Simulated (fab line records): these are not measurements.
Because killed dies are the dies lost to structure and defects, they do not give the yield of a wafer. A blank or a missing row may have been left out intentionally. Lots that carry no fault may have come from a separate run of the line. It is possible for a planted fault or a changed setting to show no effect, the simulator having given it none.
Struck lot and sound lot, side by side | flow sky130 | 21 out of 708 route steps
Sound: the wafers L335.1, L335.4, L335.6. Wafers struck: L351.3, L351.4, L351.5. Last of all comes the cause.
Per side, at each step with rows, come the tool, then ch with its chambers, and then its first start. Under that, the readings that differ: sound wafers | struck wafers | difference of the means | sigmas: that difference in standard deviations of wafers without a fault.
alike: same words and numbers on both sides, and readings whose means sit less than 2 such deviations apart. not compared: any withheld reading, any reading some wafer has no value for, any bound like >300 that may hide the same value, and any number with overlapping values for which the record gives no deviation.
The two part at a step that has a row with sigmas, a row that says differs or no value, or rows on one side only. Numbers that have no deviation but don't overlap get no sigmas and don't part them. A reading that every wafer of one side lacks parts them only if that side has two wafers or more.

first, 4 steps without rows for these wafers: SKY_VT_ADJUST_HVTP_SOFTBAKE_03 (time 60 s); SKY_VT_ADJUST_HVTP_EXPOSE_04 (exposes mask HVTPM, target cd 380 nm); SKY_VT_ADJUST_HVTP_PEB_05; SKY_VT_ADJUST_HVTP_DEVELOP_06 (develop time 60 s).
SKY_VT_ADJUST_HVTP_CD_MEAS_07: the cd target is 380 nm.
  sound: cdSem-01 at day 7 02:09; struck: cdSem-02 at day 11 09:11
  alike: cdNm
SKY_VT_ADJUST_HVTP_OVL_MEAS_08:
  sound: overlay-01 at day 7 02:16; struck: overlay-02 at day 11 09:17
  alike: VT_ADJUST_HVTP_OVL
next, for these wafers, 1 step has no rows: SKY_VT_ADJUST_HVTP_IMPLANT_09.
SKY_VT_ADJUST_HVTP_STRIP_10: strips in O2/N2.
  sound on plasmaAsher-01 ch 0,1, day 7 02:27; struck on plasmaAsher-04 ch 0,1, day 11 09:29
  alike: drypumpMotorCurrentA, oesProductAu, stripTimeToEndpointS
  not compared: rfHoursCounterH
SKY_VT_ADJUST_HVTP_TW_MEAS_11:
  sound: filmMetro-01 at day 7 02:33; struck: filmMetro-01 at day 11 09:35
  alike: VT_ADJUST_HVTP_TW
then, 3 steps without rows for these wafers: SKY_VT_ADJUST_LVTN_DEHYDRATE_00 (time 60 s); SKY_VT_ADJUST_LVTN_HMDS_01 (prime time 60 s); SKY_VT_ADJUST_LVTN_COAT_02 (resist thk 3000 nm).
SKY_VT_ADJUST_LVTN_SOFTBAKE_03:
  sound on lithoTrack-01 ch 0, day 7 13:06; struck on lithoTrack-04 ch 0, day 11 20:51
reading               | sound                | struck               | difference | sigmas
heaterPowerTotalW (W) | 65.14 65.54 65.61    | 58.62 58.43 58.28    | -6.99      | -54
plateTempC (C)        | 109.64 109.71 109.53 | 101.29 101.35 101.28 | -8.32      | -64
then, 2 steps without rows for these wafers: SKY_VT_ADJUST_LVTN_EXPOSE_04 (exposes mask NWM COMPLEMENT LESS NATIVE, target cd 840 nm); SKY_VT_ADJUST_LVTN_PEB_05.
SKY_VT_ADJUST_LVTN_DEVELOP_06: develop time 60 s.
  sound on lithoTrack-01 ch 0; struck on lithoTrack-03 ch 0
reading                                         | sound          | struck         | difference | sigmas
model.coat_of_VT_ADJUST_LVTN_COAT_02.thkNm (nm) | 3007 2994 3002 | 3066 3067 3072 | +67        | 
SKY_VT_ADJUST_LVTN_OVL_MEAS_07:
  sound: overlay-01 at day 7 23:18; struck: overlay-01 at day 12 09:28
  alike: VT_ADJUST_LVTN_OVL
next, for these wafers, 1 step has no rows: SKY_VT_ADJUST_LVTN_IMPLANT_08.
SKY_VT_ADJUST_LVTN_STRIP_09: strips in O2/N2.
  sound on plasmaAsher-04 ch 0,1, day 7 23:29; struck on plasmaAsher-02 ch 0,1, day 12 09:40
reading                  | sound             | struck            | difference | sigmas
stripTimeToEndpointS (s) | 37.02 36.89 36.98 | 37.69 37.72 37.79 | +0.77      | +8
  alike: drypumpMotorCurrentA, oesProductAu
  not compared: rfHoursCounterH
SKY_VT_ADJUST_LVTN_TW_MEAS_10:
  sound: filmMetro-02 at day 7 23:35; struck: filmMetro-04 at day 12 09:46
reading           | sound       | struck      | difference | sigmas
VT_ADJUST_LVTN_TW | 235 235 235 | 245 244 245 | +10        | +3
-- record jumps: 38 days separate the struck wafers' starts on either side; left off in module VT_ADJUST_LVTN, taken up again in module PAD_OPEN, whose first shown step is the route's number 708 --
SKY_PAD_OPEN_PROBE_99:
  sound: prober-01 at day 47 09:07; struck: prober-02 at day 50 16:43
reading     | sound    | struck   | difference | sigmas
killedShort | 41 47 51 | 35 29 30 | -15        | -2
  alike: killed_at_M0_to_M3, killed_at_M4_up, killedAtContacts, killedAtFrontEnd, killedAtOther, killedDies, killedOpen

## WHERE THEY PART
At SKY_VT_ADJUST_LVTN_SOFTBAKE_03 first; at SKY_PAD_OPEN_PROBE_99 last (within this record only).

WHY: the cause the simulator had injected
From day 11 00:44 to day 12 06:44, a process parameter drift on lithoTrack-04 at SKY_VT_ADJUST_LVTN_SOFTBAKE_03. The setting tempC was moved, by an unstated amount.
